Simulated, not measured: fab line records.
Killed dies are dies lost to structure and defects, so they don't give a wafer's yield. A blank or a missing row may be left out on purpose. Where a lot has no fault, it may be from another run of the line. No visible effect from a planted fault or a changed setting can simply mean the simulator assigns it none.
Which tool did it? ; flow gf180mcu ; 11 lots, 33 wafers sampled, at 1 step of a route of 602

WHAT EACH GAUGE READ, for each wafer
GF_V1_OVL_MEAS_15.
lot;measured;on;V1_OVL (nm)
L831;day 18 00:37;overlay-01;-2 -3 4
L832;day 18 10:01;overlay-01;-5 -8 -11
L835;day 19 19:34;overlay-01;-14 -8 -12
L838;day 20 18:20;overlay-01;-9 -9 -15
L844;day 23 07:01;overlay-01;-7 2 -4
L845;day 23 10:01;overlay-02;-2 -8 -5
L846;day 23 18:43;overlay-01;-6 -5 -4
L847;day 24 03:31;overlay-01;-3 -6 -3
L848;day 24 06:40;overlay-02;-1 -4 -7
L850;day 24 20:58;overlay-02;-2 5 6
L852;day 25 06:52;overlay-02;-13 -5 -10

TOOL THAT RAN EACH LOT (tool first, then ch and the chambers of the sampled wafers, then the start)
There is no process step in the record ahead of these readings.

THE ANSWER, worked out from the rows above alone
Rule: the usual values come from the lots themselves. The widest of any qualifying gaps counts: lots, ordered by their means at a reading, are off when they make up no more than a third of the lots, leave a main group of 4 or more, and stand apart from it by 3 or more times the standard deviation of that group's means. The tables above print the reading to a certain number of digits; a main group whose means all agree to those digits is not used. Also off: a lot with no number at a reading for which 4 or more lots have one. Any other lot the step has rows for is counted as sound.
None of the lots is off at any reading shown; this tells nothing.

WHAT THE SIMULATOR PUT IN
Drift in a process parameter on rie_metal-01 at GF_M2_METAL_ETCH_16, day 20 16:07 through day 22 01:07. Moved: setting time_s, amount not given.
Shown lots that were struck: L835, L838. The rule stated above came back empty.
